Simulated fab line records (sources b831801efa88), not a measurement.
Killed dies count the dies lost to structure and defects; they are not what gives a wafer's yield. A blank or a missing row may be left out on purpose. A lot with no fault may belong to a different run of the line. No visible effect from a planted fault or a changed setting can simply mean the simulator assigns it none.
The same fault as seen by 2 desks -- flow gf180mcu -- each desk has only its own numbers; what lay behind them comes last

## METROLOGY DESK
What the gauges read, lot by lot, whatever tool the lot ran on: means of the sampled wafers that have a number. The brackets show how far a lot's mean lies from the usual mean; more than 4 standard deviations puts the lot out of limits, marked OUT.
Columns: A = STI_OXIDATION_01_THK at GF_STI_THK_MEAS_22, usual 14.97 nm; B = LVPWELL_OVL at GF_LVPWELL_OVL_MEAS_07, usual -0.6 nm
lot,first seen here,A,B
L942,day 2 03:34,15.30,-1.9
L944,day 2 21:49,15.13,0.7
L945,day 3 00:19,14.39,0.4
L946,day 3 02:06,15.20,-1.9
L948,day 3 06:10,15.27,-1.9
L949,day 3 15:31,14.92,-0.6
L950,day 3 21:19,14.60,-1.0
L952,day 4 08:48,14.75,-1.0
L953,day 4 13:58,14.92,-1.7
L956,day 5 06:56,15.02,0.0
L957,day 5 09:19,15.08,1.2
L959,day 5 18:20,15.33,-2.1
L963,day 6 15:32,15.06,-1.0
Finding of this desk: none of the 13 lots has anything out of limits.

## AT THE TOOL OWNER'S DESK: wet-bench-01
The tool's own readings at GF_STI_WET_ETCH_26 (etches SiO2 in dHF, target depth 94 nm, time 188 s): means of the sampled wafers that have a number, for each lot that ran on this tool. The brackets show how far a lot's mean lies from the usual mean; more than 4 standard deviations puts the lot out of limits, marked OUT.
Columns: A = run-length-s at GF_STI_WET_ETCH_26, usual 216 s
lot,first seen here,A
L944,day 2 22:22,213
L949,day 3 16:00,221
L959,day 5 18:49,152 (-19) OUT
This desk finds L959 out of limits, L959 being first, at day 5 18:49 (run-length-s at GF_STI_WET_ETCH_26). Within limits: L944, L949.

## TAKEN TOGETHER
On L959, at day 5 18:49, an alarm was possible from the tool owner's desk.
From the metrology desk's view, nothing was out of limits.
The metrology desk holds a record of L959, inside its limits.
The lots listed all ran GF_STI_WET_ETCH_26 on wet-bench-01.

## WHAT THE SIMULATOR HAD INSERTED
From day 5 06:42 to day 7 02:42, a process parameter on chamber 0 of wet-bench-01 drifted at GF_STI_WET_ETCH_26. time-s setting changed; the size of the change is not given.
Struck lots among those shown: L959.
Each desk's first reading out of limits, in hours after the fault started: the tool owner's desk, 12.
